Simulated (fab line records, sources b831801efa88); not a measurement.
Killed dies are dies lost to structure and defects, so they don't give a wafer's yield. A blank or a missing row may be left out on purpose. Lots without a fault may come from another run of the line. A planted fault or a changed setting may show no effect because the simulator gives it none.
Chamber matching | flow gf180mcu | GF_CONTACT_CMP_04 on cmp-01: 4 sister chambers
The step polishes SiO2. 4 wafers are shown with their chamber, then 10 later ones without.

WAFERS WITH THEIR CHAMBER
wafer  | chamber | motor_current_A (A)
L087.1 | 0       | 13.3
L087.3 | 2       | 11.9
L089.1 | 1       | 11.6
L089.4 | 3       | 11.1

WAFERS WITHOUT THEIR CHAMBER
wafer  | motor_current_A (A)
L089.5 | 13.0
L093.4 | 11.3
L093.5 | 11.5
L093.6 | 11.7
L095.2 | 14.1
L095.3 | 11.4
L095.5 | 11.3
L097.2 | 10.9
L097.3 | 11.2
L097.6 | 13.7

WHICH CHAMBER EACH WENT THROUGH
wafer  | from the rows above          | in truth
L089.5 | 0                            | 0
L093.4 | can't be placed: 3 or 1 or 2 | 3
L093.5 | can't be placed: 1 or 2 or 3 | 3
L093.6 | can't be placed: 1 or 2 or 3 | 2
L095.2 | 0                            | 0
L095.3 | can't be placed: 1 or 3 or 2 | 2
L095.5 | can't be placed: 3 or 1 or 2 | 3
L097.2 | can't be placed: 3 or 1      | 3
L097.3 | can't be placed: 3 or 1 or 2 | 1
L097.6 | 0                            | 0
Placed correctly: 3 of 10. Can't be placed from these rows: 7 (the true chamber is among the candidates in 7). Placed wrongly: 0.
How it was worked out, from the rows above alone: a wafer's distance from a chamber is the root of the sum, over the readings, of the square of ((its reading less the chamber's mean) divided by the reading's scatter). The wafer belongs to the nearest chamber; if the next one is less than 2 further off, it can't be placed. A chamber's mean is the mean of its shown wafers. The scatter: with one shown wafer a chamber, the root of the mean of the squares of how far each hidden wafer lies from its nearest shown one.
